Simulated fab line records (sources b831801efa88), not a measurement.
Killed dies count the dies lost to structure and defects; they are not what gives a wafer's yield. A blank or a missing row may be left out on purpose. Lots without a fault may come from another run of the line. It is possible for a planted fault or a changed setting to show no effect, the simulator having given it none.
Matching of chambers	flow sfq line	SFQ_TRILAYER_A5C_DEP_PECVD_142 on pecvd-01: 3 sister chambers
The step deposits SiO2 from SiH4/N2O, time 15.556 s, target thk 70 nm. 3 wafers are shown with their chamber, then 7 later ones without.

## WAFERS, EACH WITH ITS CHAMBER
wafer	chamber	throttle valve pct (%)
L281.2	1	27.7
L284.3	2	26.7
L284.4	0	26.5

## WAFERS WITHOUT THEIR CHAMBER
wafer	throttle valve pct (%)
L284.6	27.8
L294.1	27.9
L294.2	26.3
L294.6	27.9
L295.1	28.0
L295.2	26.8
L295.6	27.8

## EACH ONE'S CHAMBER
wafer	from the rows above	in truth
L284.6	1	1
L294.1	1	1
L294.2	can't be placed: 0 or 2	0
L294.6	1	1
L295.1	1	1
L295.2	can't be placed: 2 or 0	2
L295.6	1	1
5 of 7 placed correctly. These rows do not allow placing 2 (true chamber among the candidates in 2). 0 placed wrongly.
How it was worked out, from the rows above alone: a wafer's distance from a chamber is the root of the sum, over the readings, of the square of ((its reading less the chamber's mean) divided by the reading's scatter). The wafer belongs to the nearest chamber; if the next one is less than 2 further off, it can't be placed. A chamber's mean is the mean of its shown wafers. The scatter (one wafer shown for each chamber): square how far every hidden wafer sits from the nearest shown wafer, average those squares and take the square root.
